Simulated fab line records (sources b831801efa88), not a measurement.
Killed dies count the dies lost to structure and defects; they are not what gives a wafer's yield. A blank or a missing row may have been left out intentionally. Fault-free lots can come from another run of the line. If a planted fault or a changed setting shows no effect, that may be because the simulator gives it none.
8D (eight disciplines) problem report, filled in by code -- flow sky130 -- the parts of the form that need people (team, actions taken, sign-off) are left out

## 1. THE PROBLEM
At SKY_LDD_P_IMPLANT_09, beam-energy-keV averages 25.795 over 6 wafers from 2 lots, while fault-free wafers read 25.000, standard deviation 0.0079. So: +99 or more standard deviations from the usual mean.
Earliest sighting: wafer L550.2 on implanter-04 at day 24 23:57. Wafers with a number at this step in the record: 18, from 6 lots. Rule for "out" (also "out of limits"): further than 4 standard deviations from the usual mean. The rest of the wafers with a number are treated as sound.

## 2. WHAT IT IS; WHAT IT IS NOT
question,is,is not
which readings at this step,beam-energy-keV,-
which lots,"L550, L551","L538, L548, L556, L557"
which wafers of those lots,all that have a number,-
read on which tools,implanter-04,"implanter-01, implanter-03"
when,from day 24 23:57,"up to then (6 sound wafers); but 6 sound wafers of L556, L557 came after"

## 3. WHAT RULES OUT EACH SUSPECT
Counting: a tool stays on the suspect list if, at a process step up to the reading, it processed all lots that are out and no sound lot following the first of them.
- implanter-04 at SKY_LDD_P_IMPLANT_09: kept. It ran every lot that is out, first L550 (day 24 23:57), and no sound lot after that; its last sound lot up to then is L548 (day 24 05:22). Its own readings are out on those wafers: beam-energy-keV.
Remaining after the count: implanter-04 at SKY_LDD_P_IMPLANT_09.

## 4. THE CAUSE (what the simulator had put in)
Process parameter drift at SKY_LDD_P_IMPLANT_09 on implanter-04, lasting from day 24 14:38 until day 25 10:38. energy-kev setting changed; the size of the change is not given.
Only this tool survived the counting.

## 5. THE CHAIN OF EFFECTS, in route order
Rows list readings where the struck wafers' mean (over those with a number) sits beyond 3 standard deviations from the usual. Only readings for which the record gives a usual standard deviation are gone through. hours: the time from each lot's start at the first step in this table that gives one to its start at this step, as a median over the lots. sigmas: the change in usual standard deviations.
hours,step,reading,usual,on struck wafers,change,sigmas
0,SKY_LDD_P_IMPLANT_09,beam-energy-keV,25.000,25.795,+0.795,+99 or more
Here are the process steps it includes:
- SKY_LDD_P_IMPLANT_09

## 6. HOW IT WOULD HAVE BEEN CAUGHT EARLIER
First out-of-limits reading in this record: day 24 23:57, which is 9 hours after fault onset at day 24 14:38.
